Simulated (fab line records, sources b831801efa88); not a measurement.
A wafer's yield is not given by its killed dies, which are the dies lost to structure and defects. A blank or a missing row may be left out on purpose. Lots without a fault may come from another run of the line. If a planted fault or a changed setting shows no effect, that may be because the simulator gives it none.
Which tool is to blame? :: flow sky130 :: Sampling: 24 lots, 72 wafers, 6 of 708 route steps

## WHAT THE GAUGES READ, wafer by wafer
SKY_METAL1_THK_MEAS_06: measures by xrf. Usual: METAL1_ALCU_THK gives 246.6 nm (standard deviation 2.3).
lot: L074
measured: day 31 09:24
on: film-metro-01
METAL1_ALCU_THK (nm): 247.2 248.5 246.9
flag: 

lot: L077
measured: day 32 15:19
on: film-metro-01
METAL1_ALCU_THK (nm): 247.2 245.9 248.4
flag: 

lot: L075
measured: day 32 17:01
on: film-metro-04
METAL1_ALCU_THK (nm): 247.1 246.8 246.9
flag: 

lot: L076
measured: day 32 17:26
on: film-metro-01
METAL1_ALCU_THK (nm): 248.2 249.1 246.0
flag: 

lot: L078
measured: day 33 03:47
on: film-metro-04
METAL1_ALCU_THK (nm): 245.2 245.5 245.0
flag: 

lot: L079
measured: day 33 06:53
on: film-metro-04
METAL1_ALCU_THK (nm): 248.2 246.5 248.7
flag: 

lot: L080
measured: day 33 13:12
on: film-metro-04
METAL1_ALCU_THK (nm): 246.8 248.7 245.7
flag: 

lot: L081
measured: day 33 15:29
on: film-metro-01
METAL1_ALCU_THK (nm): 247.0 248.7 248.0
flag: 

lot: L082
measured: day 34 06:37
on: film-metro-04
METAL1_ALCU_THK (nm): 251.4 251.2 253.7
flag: 

lot: L083
measured: day 34 11:20
on: film-metro-04
METAL1_ALCU_THK (nm): 250.1 245.4 247.0
flag: 

lot: L084
measured: day 35 00:14
on: film-metro-04
METAL1_ALCU_THK (nm): 245.4 244.8 247.1
flag: 

lot: L085
measured: day 35 10:48
on: film-metro-04
METAL1_ALCU_THK (nm): 247.6 249.8 249.3
flag: 

lot: L086
measured: day 35 15:54
on: film-metro-03
METAL1_ALCU_THK (nm): 245.4 242.5 244.9
flag: 

lot: L088
measured: day 37 10:31
on: film-metro-01
METAL1_ALCU_THK (nm): 247.7 246.6 247.1
flag: 

lot: L087
measured: day 37 12:51
on: film-metro-03
METAL1_ALCU_THK (nm): 243.9 243.6 246.3
flag: 

lot: L090
measured: day 37 13:37
on: film-metro-04
METAL1_ALCU_THK (nm): 246.9 243.5 245.8
flag: 

lot: L092
measured: day 37 14:47
on: film-metro-03
METAL1_ALCU_THK (nm): 246.0 244.3 245.9
flag: 

lot: L089
measured: day 37 15:49
on: film-metro-01
METAL1_ALCU_THK (nm): 254.2 250.4 248.9
flag: 

lot: L091
measured: day 37 16:04
on: film-metro-03
METAL1_ALCU_THK (nm): 243.1 243.0 240.6
flag: 

lot: L093
measured: day 37 17:51
on: film-metro-03
METAL1_ALCU_THK (nm): 242.1 246.9 242.9
flag: 

lot: L094
measured: day 38 06:47
on: film-metro-03
METAL1_ALCU_THK (nm): 243.0 247.0 242.9
flag: 

lot: L096
measured: day 39 09:33
on: film-metro-03
METAL1_ALCU_THK (nm): 244.3 246.1 245.0
flag: 

lot: L095
measured: day 39 10:29
on: film-metro-01
METAL1_ALCU_THK (nm): 247.1 247.7 245.2
flag: 

lot: L097
measured: day 39 11:52
on: film-metro-03
METAL1_ALCU_THK (nm): 246.6 247.5 245.6
flag: 

SKY_CAPM_OVL_MEAS_12. Usual: CAPM_OVL gives 0.4 nm (standard deviation 1.6).
lot: L074
measured: day 37 04:19
on: overlay-01
CAPM_OVL (nm): 1.0 -0.6 -0.4
flag: 

lot: L077
measured: day 38 10:19
on: overlay-02
CAPM_OVL (nm): 1.6 2.0 0.7
flag: 

lot: L075
measured: day 38 10:37
on: overlay-02
CAPM_OVL (nm): 1.4 0.9 -0.8
flag: 

lot: L076
measured: day 38 11:59
on: overlay-02
CAPM_OVL (nm): -2.4 -0.8 -0.7
flag: 

lot: L078
measured: day 38 21:53
on: overlay-01
CAPM_OVL (nm): -0.6 0.1 0.2
flag: 

lot: L079
measured: day 38 22:29
on: overlay-02
CAPM_OVL (nm): 0.7 0.4 0.8
flag: 

lot: L080
measured: day 39 06:49
on: overlay-01
CAPM_OVL (nm): 0.9 0.6 0.9
flag: 

lot: L081
measured: day 39 09:00
on: overlay-02
CAPM_OVL (nm): 0.5 -0.7 -2.2
flag: 

lot: L082
measured: day 39 22:47
on: overlay-01
CAPM_OVL (nm): -0.3 -0.3 2.2
flag: 

lot: L083
measured: day 40 01:38
on: overlay-02
CAPM_OVL (nm): 0.1 0.4 -0.2
flag: 

lot: L084
measured: day 40 16:05
on: overlay-02
CAPM_OVL (nm): 0.3 0.4 -1.6
flag: 

lot: L085
measured: day 41 00:29
on: overlay-02
CAPM_OVL (nm): -0.6 -1.5 -0.9
flag: 

lot: L086
measured: day 41 03:44
on: overlay-01
CAPM_OVL (nm): 1.0 1.1 1.4
flag: 

lot: L088
measured: day 42 19:30
on: overlay-01
CAPM_OVL (nm): -1.6 -1.7 -2.5
flag: 

lot: L087
measured: day 42 20:57
on: overlay-01
CAPM_OVL (nm): 1.0 0.8 3.6
flag: 

lot: L090
measured: day 42 22:19
on: overlay-02
CAPM_OVL (nm): 0.7 -0.8 0.3
flag: 

lot: L092
measured: day 42 23:11
on: overlay-01
CAPM_OVL (nm): 2.5 3.8 2.9
flag: 

lot: L089
measured: day 42 23:50
on: overlay-02
CAPM_OVL (nm): 1.2 1.0 -0.1
flag: 

lot: L091
measured: day 43 01:21
on: overlay-01
CAPM_OVL (nm): 0.6 2.8 3.8
flag: 

lot: L093
measured: day 43 02:24
on: overlay-01
CAPM_OVL (nm): 3.6 2.6 2.6
flag: 

lot: L094
measured: day 43 10:20
on: overlay-01
CAPM_OVL (nm): -1.1 -0.5 -2.2
flag: 

lot: L096
measured: day 44 11:29
on: overlay-01
CAPM_OVL (nm): 2.3 1.9 1.1
flag: 

lot: L095
measured: day 44 13:14
on: overlay-01
CAPM_OVL (nm): -1.7 -1.9 -0.4
flag: 

lot: L097
measured: day 44 15:17
on: overlay-01
CAPM_OVL (nm): 2.9 2.7 4.3
flag: 

SKY_VIA3_BOW_MEAS_03. Usual: VIA3_BOW gives 79 um (standard deviation 7.8).
lot: L074
measured: day 38 08:54
on: film-metro-04
VIA3_BOW (um): 78 81 79
flag: 

lot: L077
measured: day 39 14:31
on: film-metro-03
VIA3_BOW (um): 84 93 96
flag: 

lot: L075
measured: day 39 13:32
on: film-metro-02
VIA3_BOW (um): 82 65 83
flag: 

lot: L076
measured: day 39 15:20
on: film-metro-02
VIA3_BOW (um): 73 70 88
flag: 

lot: L078
measured: day 40 01:03
on: film-metro-04
VIA3_BOW (um): 76 78 85
flag: 

lot: L079
measured: day 40 01:49
on: film-metro-04
VIA3_BOW (um): 72 79 79
flag: 

lot: L080
measured: day 40 09:38
on: film-metro-04
VIA3_BOW (um): 78 86 70
flag: 

lot: L081
measured: day 40 12:17
on: film-metro-03
VIA3_BOW (um): 82 80 77
flag: 

lot: L082
measured: day 41 01:55
on: film-metro-02
VIA3_BOW (um): 87 79 91
flag: 

lot: L083
measured: day 41 04:19
on: film-metro-02
VIA3_BOW (um): 78 60 75
flag: 

lot: L084
measured: day 41 18:19
on: film-metro-03
VIA3_BOW (um): 79 90 76
flag: 

lot: L085
measured: day 42 02:10
on: film-metro-04
VIA3_BOW (um): 82 73 68
flag: 

lot: L086
measured: day 42 05:27
on: film-metro-04
VIA3_BOW (um): 73 81 76
flag: 

lot: L088
measured: day 43 20:28
on: film-metro-03
VIA3_BOW (um): 82 73 86
flag: 

lot: L087
measured: day 43 22:54
on: film-metro-03
VIA3_BOW (um): 85 82 63
flag: 

lot: L090
measured: day 43 23:51
on: film-metro-04
VIA3_BOW (um): 79 71 76
flag: 

lot: L092
measured: day 44 00:43
on: film-metro-03
VIA3_BOW (um): 75 77 82
flag: 

lot: L089
measured: day 44 01:47
on: film-metro-04
VIA3_BOW (um): 82 82 80
flag: 

lot: L091
measured: day 44 02:19
on: film-metro-02
VIA3_BOW (um): 82 99 90
flag: 

lot: L093
measured: day 44 03:54
on: film-metro-03
VIA3_BOW (um): 82 75 81
flag: 

lot: L094
measured: day 44 10:29
on: film-metro-02
VIA3_BOW (um): 81 64 73
flag: 

lot: L096
measured: day 45 10:59
on: film-metro-04
VIA3_BOW (um): 77 69 96
flag: 

lot: L095
measured: day 45 13:23
on: film-metro-02
VIA3_BOW (um): 74 76 74
flag: 

lot: L097
measured: day 45 14:31
on: film-metro-04
VIA3_BOW (um): 79 71 72
flag: 

## WHICH TOOL RAN EACH LOT (tool, then ch and the chambers of the sampled wafers, then the start)
lot: L074
SKY_METAL1_DESCUM_17: rie-metal-04 ch 0,1, day 32 12:56
SKY_METAL2_METAL_ETCH_19: rie-metal-01 ch 0,1, day 34 20:53
SKY_VIA2_CMP_02: cmp-02 ch 2,3, day 34 21:47

lot: L077
SKY_METAL1_DESCUM_17: rie-metal-03 ch 0,1, day 33 18:29
SKY_METAL2_METAL_ETCH_19: rie-metal-04 ch 0,1, day 36 02:14
SKY_VIA2_CMP_02: cmp-01 ch 0,1,2, day 36 03:17

lot: L075
SKY_METAL1_DESCUM_17: rie-metal-04 ch 0,1, day 33 19:32
SKY_METAL2_METAL_ETCH_19: rie-metal-02 ch 0,1, day 36 03:44
SKY_VIA2_CMP_02: cmp-02 ch 0,2,3, day 36 04:46

lot: L076
SKY_METAL1_DESCUM_17: rie-metal-01 ch 0,1, day 33 19:39
SKY_METAL2_METAL_ETCH_19: rie-metal-01 ch 0,1, day 36 04:08
SKY_VIA2_CMP_02: cmp-01 ch 0,2,3, day 36 05:20

lot: L078
SKY_METAL1_DESCUM_17: rie-metal-04 ch 0,1, day 34 05:58
SKY_METAL2_METAL_ETCH_19: rie-metal-04 ch 0, day 36 14:40
SKY_VIA2_CMP_02: cmp-02 ch 1,2,3, day 36 15:39

lot: L079
SKY_METAL1_DESCUM_17: rie-metal-01 ch 0,1, day 34 08:46
SKY_METAL2_METAL_ETCH_19: rie-metal-01 ch 0,1, day 36 16:38
SKY_VIA2_CMP_02: cmp-01 ch 1,2,3, day 36 17:34

lot: L080
SKY_METAL1_DESCUM_17: rie-metal-04 ch 0, day 34 16:16
SKY_METAL2_METAL_ETCH_19: rie-metal-01 ch 0, day 37 01:44
SKY_VIA2_CMP_02: cmp-01 ch 0,2, day 37 02:44

lot: L081
SKY_METAL1_DESCUM_17: rie-metal-01 ch 0,1, day 34 17:47
SKY_METAL2_METAL_ETCH_19: rie-metal-04 ch 0, day 37 03:09
SKY_VIA2_CMP_02: cmp-01 ch 1,2,3, day 37 04:10

lot: L082
SKY_METAL1_DESCUM_17: rie-metal-01 ch 0,1, day 35 09:19
SKY_METAL2_METAL_ETCH_19: rie-metal-04 ch 0,1, day 37 17:07
SKY_VIA2_CMP_02: cmp-02 ch 0,2, day 37 18:01

lot: L083
SKY_METAL1_DESCUM_17: rie-metal-01 ch 0,1, day 35 13:56
SKY_METAL2_METAL_ETCH_19: rie-metal-04 ch 0,1, day 37 21:31
SKY_VIA2_CMP_02: cmp-02 ch 1,3, day 37 22:25

lot: L084
SKY_METAL1_DESCUM_17: rie-metal-03 ch 0,1, day 36 03:20
SKY_METAL2_METAL_ETCH_19: rie-metal-04 ch 0,1, day 38 10:44
SKY_VIA2_CMP_02: cmp-01 ch 0,1,2, day 38 11:39

lot: L085
SKY_METAL1_DESCUM_17: rie-metal-03 ch 0,1, day 36 13:20
SKY_METAL2_METAL_ETCH_19: rie-metal-02 ch 0,1, day 38 20:44
SKY_VIA2_CMP_02: cmp-01 ch 1,2,3, day 38 21:48

lot: L086
SKY_METAL1_DESCUM_17: rie-metal-03 ch 0,1, day 36 18:26
SKY_METAL2_METAL_ETCH_19: rie-metal-01 ch 0,1, day 39 00:41
SKY_VIA2_CMP_02: cmp-01 ch 0,1,2, day 39 01:36

lot: L088
SKY_METAL1_DESCUM_17: rie-metal-01 ch 0,1, day 38 12:02
SKY_METAL2_METAL_ETCH_19: rie-metal-04 ch 0,1, day 40 17:08
SKY_VIA2_CMP_02: cmp-01 ch 1,2, day 40 18:02

lot: L087
SKY_METAL1_DESCUM_17: rie-metal-03 ch 0,1, day 38 14:11
SKY_METAL2_METAL_ETCH_19: rie-metal-02 ch 0,1, day 40 18:56
SKY_VIA2_CMP_02: cmp-02 ch 1,3, day 40 19:48

lot: L090
SKY_METAL1_DESCUM_17: rie-metal-04 ch 0,1, day 38 15:32
SKY_METAL2_METAL_ETCH_19: rie-metal-04 ch 0,1, day 40 20:19
SKY_VIA2_CMP_02: cmp-01 ch 0,2,3, day 40 21:22

lot: L092
SKY_METAL1_DESCUM_17: rie-metal-01 ch 0,1, day 38 16:37
SKY_METAL2_METAL_ETCH_19: rie-metal-02 ch 0,1, day 40 21:28
SKY_VIA2_CMP_02: cmp-01 ch 1,2, day 40 22:23

lot: L089
SKY_METAL1_DESCUM_17: rie-metal-03 ch 0,1, day 38 17:07
SKY_METAL2_METAL_ETCH_19: rie-metal-02 ch 0,1, day 40 21:44
SKY_VIA2_CMP_02: cmp-01 ch 0,1,2, day 40 22:52

lot: L091
SKY_METAL1_DESCUM_17: rie-metal-04 ch 0,1, day 38 17:28
SKY_METAL2_METAL_ETCH_19: rie-metal-04 ch 0,1, day 40 23:05
SKY_VIA2_CMP_02: cmp-02 ch 0,3, day 41 00:27

lot: L093
SKY_METAL1_DESCUM_17: rie-metal-01 ch 0,1, day 38 19:42
SKY_METAL2_METAL_ETCH_19: rie-metal-02 ch 0,1, day 41 00:20
SKY_VIA2_CMP_02: cmp-02 ch 0,2,3, day 41 01:12

lot: L094
SKY_METAL1_DESCUM_17: rie-metal-01 ch 0,1, day 39 07:45
SKY_METAL2_METAL_ETCH_19: rie-metal-02 ch 0,1, day 41 09:53
SKY_VIA2_CMP_02: cmp-02 ch 0,1, day 41 10:49

lot: L096
SKY_METAL1_DESCUM_17: rie-metal-04 ch 0,1, day 40 09:36
SKY_METAL2_METAL_ETCH_19: rie-metal-01 ch 0,1, day 42 12:05
SKY_VIA2_CMP_02: cmp-02 ch 0,2, day 42 12:58

lot: L095
SKY_METAL1_DESCUM_17: rie-metal-04 ch 0,1, day 40 10:43
SKY_METAL2_METAL_ETCH_19: rie-metal-04 ch 0,1, day 42 13:02
SKY_VIA2_CMP_02: cmp-02 ch 0,2,3, day 42 14:04

lot: L097
SKY_METAL1_DESCUM_17: rie-metal-03 ch 0,1, day 40 12:37
SKY_METAL2_METAL_ETCH_19: rie-metal-04 ch 0,1, day 42 15:29
SKY_VIA2_CMP_02: cmp-02 ch 0,2,3, day 42 16:27
- SKY_METAL1_DESCUM_17: chemistry O2, time 8 s.
- SKY_METAL2_METAL_ETCH_19: etches the open film in Cl2/BCl3, stops on SiO2, target depth 360 nm, time 78 s.
- SKY_VIA2_CMP_02: polishes SiO2.

## AS READ BY THE TOOLS THEMSELVES (means over the sampled wafers that have a number; for cases with no such wafer, the mark the record gives instead)
SKY_METAL1_DESCUM_17. Usual: drypump-motor-current-A 5.8 A, standard deviation 0.32; he-backside-leak-sccm 3.45 sccm, standard deviation 0.29; oes-product-au 0.999 a.u., standard deviation 0.011.
lot: L074
tool: rie-metal-04
drypump-motor-current-A (A): 6.0
he-backside-leak-sccm (sccm): 3.26
oes-product-au (a.u.): 1.003
flag: 

lot: L077
tool: rie-metal-03
drypump-motor-current-A (A): 5.6
he-backside-leak-sccm (sccm): 3.48
oes-product-au (a.u.): 0.994
flag: 

lot: L075
tool: rie-metal-04
drypump-motor-current-A (A): 6.0
he-backside-leak-sccm (sccm): 3.47
oes-product-au (a.u.): 1.023
flag: 

lot: L076
tool: rie-metal-01
drypump-motor-current-A (A): 5.9
he-backside-leak-sccm (sccm): 3.43
oes-product-au (a.u.): 0.998
flag: 

lot: L078
tool: rie-metal-04
drypump-motor-current-A (A): 6.0
he-backside-leak-sccm (sccm): 3.17
oes-product-au (a.u.): 1.008
flag: 

lot: L079
tool: rie-metal-01
drypump-motor-current-A (A): 5.9
he-backside-leak-sccm (sccm): 3.49
oes-product-au (a.u.): 1.009
flag: 

lot: L080
tool: rie-metal-04
drypump-motor-current-A (A): 6.3
he-backside-leak-sccm (sccm): 3.30
oes-product-au (a.u.): 0.998
flag: 

lot: L081
tool: rie-metal-01
drypump-motor-current-A (A): 5.9
he-backside-leak-sccm (sccm): 3.40
oes-product-au (a.u.): 1.004
flag: 

lot: L082
tool: rie-metal-01
drypump-motor-current-A (A): 5.8
he-backside-leak-sccm (sccm): 3.43
oes-product-au (a.u.): 0.994
flag: 

lot: L083
tool: rie-metal-01
drypump-motor-current-A (A): 5.9
he-backside-leak-sccm (sccm): 3.40
oes-product-au (a.u.): 1.007
flag: 

lot: L084
tool: rie-metal-03
drypump-motor-current-A (A): 5.6
he-backside-leak-sccm (sccm): 3.52
oes-product-au (a.u.): 0.999
flag: 

lot: L085
tool: rie-metal-03
drypump-motor-current-A (A): 5.6
he-backside-leak-sccm (sccm): 3.70
oes-product-au (a.u.): 0.990
flag: 

lot: L086
tool: rie-metal-03
drypump-motor-current-A (A): 5.8
he-backside-leak-sccm (sccm): 3.58
oes-product-au (a.u.): 1.007
flag: 

lot: L088
tool: rie-metal-01
drypump-motor-current-A (A): 5.9
he-backside-leak-sccm (sccm): 3.36
oes-product-au (a.u.): 0.995
flag: 

lot: L087
tool: rie-metal-03
drypump-motor-current-A (A): 5.6
he-backside-leak-sccm (sccm): 3.61
oes-product-au (a.u.): 0.996
flag: 

lot: L090
tool: rie-metal-04
drypump-motor-current-A (A): 6.0
he-backside-leak-sccm (sccm): 3.24
oes-product-au (a.u.): 0.991
flag: 

lot: L092
tool: rie-metal-01
drypump-motor-current-A (A): 5.8
he-backside-leak-sccm (sccm): 3.31
oes-product-au (a.u.): 1.004
flag: 

lot: L089
tool: rie-metal-03
drypump-motor-current-A (A): 5.8
he-backside-leak-sccm (sccm): 3.63
oes-product-au (a.u.): 1.000
flag: 

lot: L091
tool: rie-metal-04
drypump-motor-current-A (A): 5.7
he-backside-leak-sccm (sccm): 3.38
oes-product-au (a.u.): 0.994
flag: 

lot: L093
tool: rie-metal-01
drypump-motor-current-A (A): 5.9
he-backside-leak-sccm (sccm): 3.34
oes-product-au (a.u.): 0.991
flag: 

lot: L094
tool: rie-metal-01
drypump-motor-current-A (A): 5.9
he-backside-leak-sccm (sccm): 3.42
oes-product-au (a.u.): 0.998
flag: 

lot: L096
tool: rie-metal-04
drypump-motor-current-A (A): 6.1
he-backside-leak-sccm (sccm): 3.52
oes-product-au (a.u.): 0.995
flag: 

lot: L095
tool: rie-metal-04
drypump-motor-current-A (A): 6.0
he-backside-leak-sccm (sccm): 3.28
oes-product-au (a.u.): 0.996
flag: 

lot: L097
tool: rie-metal-03
drypump-motor-current-A (A): 5.6
he-backside-leak-sccm (sccm): 3.71
oes-product-au (a.u.): 1.009
flag: 

SKY_METAL2_METAL_ETCH_19. Usual: bcl3-flow-sccm 30.01 sccm, standard deviation 0.08; drypump-motor-current-A 5.8 A, standard deviation 0.43; he-backside-leak-sccm 3.35 sccm, standard deviation 0.3; oes-product-au 0.854 a.u., standard deviation 0.0053; throttle-valve-pct 22.264 %, standard deviation 0.0085.
lot: L074
tool: rie-metal-01
bcl3-flow-sccm (sccm): 29.94
drypump-motor-current-A (A): 5.8
he-backside-leak-sccm (sccm): 3.35
oes-product-au (a.u.): 0.857
throttle-valve-pct (%): 22.268
flag: 

lot: L077
tool: rie-metal-04
bcl3-flow-sccm (sccm): 30.02
drypump-motor-current-A (A): 6.0
he-backside-leak-sccm (sccm): 3.26
oes-product-au (a.u.): 0.853
throttle-valve-pct (%): 22.268
flag: 

lot: L075
tool: rie-metal-02
bcl3-flow-sccm (sccm): 29.98
drypump-motor-current-A (A): 5.4
he-backside-leak-sccm (sccm): 3.34
oes-product-au (a.u.): 0.860
throttle-valve-pct (%): 22.266
flag: 

lot: L076
tool: rie-metal-01
bcl3-flow-sccm (sccm): 30.00
drypump-motor-current-A (A): 5.9
he-backside-leak-sccm (sccm): 3.38
oes-product-au (a.u.): 0.862
throttle-valve-pct (%): 22.262
flag: 

lot: L078
tool: rie-metal-04
bcl3-flow-sccm (sccm): 30.04
drypump-motor-current-A (A): 6.3
he-backside-leak-sccm (sccm): 3.20
oes-product-au (a.u.): 0.852
throttle-valve-pct (%): 22.267
flag: 

lot: L079
tool: rie-metal-01
bcl3-flow-sccm (sccm): 29.92
drypump-motor-current-A (A): 5.8
he-backside-leak-sccm (sccm): 3.37
oes-product-au (a.u.): 0.853
throttle-valve-pct (%): 22.263
flag: 

lot: L080
tool: rie-metal-01
bcl3-flow-sccm (sccm): 30.01
drypump-motor-current-A (A): 5.9
he-backside-leak-sccm (sccm): 3.29
oes-product-au (a.u.): 0.861
throttle-valve-pct (%): 22.259
flag: 

lot: L081
tool: rie-metal-04
bcl3-flow-sccm (sccm): 29.99
drypump-motor-current-A (A): 6.3
he-backside-leak-sccm (sccm): 3.50
oes-product-au (a.u.): 0.848
throttle-valve-pct (%): 22.254
flag: 

lot: L082
tool: rie-metal-04
bcl3-flow-sccm (sccm): 30.01
drypump-motor-current-A (A): 5.7
he-backside-leak-sccm (sccm): 3.45
oes-product-au (a.u.): 0.850
throttle-valve-pct (%): 22.271
flag: 

lot: L083
tool: rie-metal-04
bcl3-flow-sccm (sccm): 30.02
drypump-motor-current-A (A): 6.0
he-backside-leak-sccm (sccm): 3.35
oes-product-au (a.u.): 0.849
throttle-valve-pct (%): 22.273
flag: 

lot: L084
tool: rie-metal-04
bcl3-flow-sccm (sccm): 30.06
drypump-motor-current-A (A): 5.7
he-backside-leak-sccm (sccm): 3.40
oes-product-au (a.u.): 0.856
throttle-valve-pct (%): 22.265
flag: 

lot: L085
tool: rie-metal-02
bcl3-flow-sccm (sccm): 30.09
drypump-motor-current-A (A): 5.4
he-backside-leak-sccm (sccm): 3.27
oes-product-au (a.u.): 0.850
throttle-valve-pct (%): 22.273
flag: 

lot: L086
tool: rie-metal-01
bcl3-flow-sccm (sccm): 29.95
drypump-motor-current-A (A): 5.8
he-backside-leak-sccm (sccm): 3.55
oes-product-au (a.u.): 0.857
throttle-valve-pct (%): 22.269
flag: 

lot: L088
tool: rie-metal-04
bcl3-flow-sccm (sccm): 30.01
drypump-motor-current-A (A): 5.7
he-backside-leak-sccm (sccm): 3.40
oes-product-au (a.u.): 0.857
throttle-valve-pct (%): 22.259
flag: 

lot: L087
tool: rie-metal-02
bcl3-flow-sccm (sccm): 29.92
drypump-motor-current-A (A): 5.4
he-backside-leak-sccm (sccm): 3.28
oes-product-au (a.u.): 0.857
throttle-valve-pct (%): 22.269
flag: 

lot: L090
tool: rie-metal-04
bcl3-flow-sccm (sccm): 30.11
drypump-motor-current-A (A): 6.0
he-backside-leak-sccm (sccm): 3.21
oes-product-au (a.u.): 0.857
throttle-valve-pct (%): 22.265
flag: 

lot: L092
tool: rie-metal-02
bcl3-flow-sccm (sccm): 29.96
drypump-motor-current-A (A): 5.7
he-backside-leak-sccm (sccm): 3.20
oes-product-au (a.u.): 0.855
throttle-valve-pct (%): 22.265
flag: 

lot: L089
tool: rie-metal-02
bcl3-flow-sccm (sccm): 30.05
drypump-motor-current-A (A): 5.4
he-backside-leak-sccm (sccm): 3.30
oes-product-au (a.u.): 0.851
throttle-valve-pct (%): 22.260
flag: 

lot: L091
tool: rie-metal-04
bcl3-flow-sccm (sccm): 29.94
drypump-motor-current-A (A): 6.0
he-backside-leak-sccm (sccm): 3.27
oes-product-au (a.u.): 0.854
throttle-valve-pct (%): 22.269
flag: 

lot: L093
tool: rie-metal-02
bcl3-flow-sccm (sccm): 29.97
drypump-motor-current-A (A): 5.4
he-backside-leak-sccm (sccm): 3.26
oes-product-au (a.u.): 0.859
throttle-valve-pct (%): 22.256
flag: 

lot: L094
tool: rie-metal-02
bcl3-flow-sccm (sccm): 30.03
drypump-motor-current-A (A): 5.4
he-backside-leak-sccm (sccm): 3.37
oes-product-au (a.u.): 0.853
throttle-valve-pct (%): 22.266
flag: 

lot: L096
tool: rie-metal-01
bcl3-flow-sccm (sccm): 29.95
drypump-motor-current-A (A): 5.9
he-backside-leak-sccm (sccm): 3.40
oes-product-au (a.u.): 0.853
throttle-valve-pct (%): 22.262
flag: 

lot: L095
tool: rie-metal-04
bcl3-flow-sccm (sccm): 30.07
drypump-motor-current-A (A): 5.7
he-backside-leak-sccm (sccm): 3.42
oes-product-au (a.u.): 0.852
throttle-valve-pct (%): 22.256
flag: 

lot: L097
tool: rie-metal-04
bcl3-flow-sccm (sccm): 30.02
drypump-motor-current-A (A): 5.7
he-backside-leak-sccm (sccm): 3.36
oes-product-au (a.u.): 0.854
throttle-valve-pct (%): 22.260
flag: 

SKY_VIA2_CMP_02. Usual: 12.9 A for motor-current-A, sd 1.5.
lot: L074
tool: cmp-02
motor-current-A (A): 13.6
flag: 

lot: L077
tool: cmp-01
motor-current-A (A): 12.2
flag: 

lot: L075
tool: cmp-02
motor-current-A (A): 13.0
flag: 

lot: L076
tool: cmp-01
motor-current-A (A): 13.5
flag: 

lot: L078
tool: cmp-02
motor-current-A (A): 13.9
flag: 

lot: L079
tool: cmp-01
motor-current-A (A): 13.2
flag: 

lot: L080
tool: cmp-01
motor-current-A (A): 12.8
flag: 

lot: L081
tool: cmp-01
motor-current-A (A): 12.6
flag: 

lot: L082
tool: cmp-02
motor-current-A (A): 13.5
flag: 

lot: L083
tool: cmp-02
motor-current-A (A): 13.1
flag: 

lot: L084
tool: cmp-01
motor-current-A (A): 12.2
flag: 

lot: L085
tool: cmp-01
motor-current-A (A): 13.2
flag: 

lot: L086
tool: cmp-01
motor-current-A (A): 12.0
flag: 

lot: L088
tool: cmp-01
motor-current-A (A): 11.9
flag: 

lot: L087
tool: cmp-02
motor-current-A (A): 12.9
flag: 

lot: L090
tool: cmp-01
motor-current-A (A): 13.1
flag: 

lot: L092
tool: cmp-01
motor-current-A (A): 12.8
flag: 

lot: L089
tool: cmp-01
motor-current-A (A): 12.1
flag: 

lot: L091
tool: cmp-02
motor-current-A (A): 12.7
flag: 

lot: L093
tool: cmp-02
motor-current-A (A): 13.3
flag: 

lot: L094
tool: cmp-02
motor-current-A (A): 12.0
flag: 

lot: L096
tool: cmp-02
motor-current-A (A): 12.7
flag: 

lot: L095
tool: cmp-02
motor-current-A (A): 13.3
flag: 

lot: L097
tool: cmp-02
motor-current-A (A): 13.3
flag: 

## THE ANSWER, worked out from the rows above alone
Rule: lot off if the mean of its wafers having a number is beyond 3 standard deviations from the usual mean. A lot without any number at a reading at which 4 lots or more have one is off too. All remaining lots with rows at the step are treated as sound. Order of review: gauges by route order, followed by the tools' own readings, for which a lot's mean as printed above is used. At the first step where some lot is off, the reading lying furthest off is the one used; lots without a number count as furthest.
No lot is off at any reading shown: from this, nothing can be told.

## WHAT THE SIMULATOR HAD PUT IN
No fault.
